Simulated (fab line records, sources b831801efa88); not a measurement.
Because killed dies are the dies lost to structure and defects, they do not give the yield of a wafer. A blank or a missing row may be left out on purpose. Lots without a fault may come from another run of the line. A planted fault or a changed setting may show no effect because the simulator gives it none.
Chamber matching    flow gf180mcu    GF_CONTACT_CMP_27 on cmp-01: 4 sister chambers
The step polishes, stops on SiO2, t overpolish 15 s, target thk 0 nm. 7 wafers are shown with their chamber, then 7 later ones without.

== WAFERS WITH THEIR CHAMBER ==
wafer   chamber  motor current A (A)  time to endpoint s (s)
L632.1  2        11.3                 73.0
L632.5  1        10.4                 74.1
L635.3  3        12.1                 74.6
L635.4  1        9.9                  73.1
L635.6  2        11.5                 71.8
L647.1  3        11.6                 68.9
L647.5  0        13.2                 67.6

== WAFERS WITH NO CHAMBER GIVEN ==
wafer   motor current A (A)  time to endpoint s (s)
L647.6  13.0                 75.6
L648.3  11.2                 79.5
L648.5  11.5                 76.8
L648.6  9.9                  72.5
L649.2  11.0                 73.2
L649.4  12.2                 74.7
L649.5  12.9                 71.7

== THE CHAMBER EACH PASSED THROUGH ==
wafer   from the rows above           in truth
L647.6  can't be placed: 0 or 3       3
L648.3  can't be placed: 2 or 3 or 1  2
L648.5  can't be placed: 2 or 3       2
L648.6  1                             1
L649.2  can't be placed: 2 or 1 or 3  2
L649.4  can't be placed: 3 or 2       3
L649.5  can't be placed: 0 or 3       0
1 of 7 placed correctly. Can't be placed from these rows: 6 (the true chamber is among the candidates in 6). 0 placed wrongly.
How it was worked out, from the rows above alone: a wafer's distance from a chamber is the root of the sum, over the readings, of the square of ((its reading less the chamber's mean) divided by the reading's scatter). If the next closest chamber is less than 2 further off than the closest, the wafer can't be placed; otherwise it belongs to the closest. Each chamber's mean is taken over the wafers shown for it. The scatter: take each reading less its chamber's mean, square it, sum over the shown wafers, divide by the number of wafers less the number of chambers, and take the root.
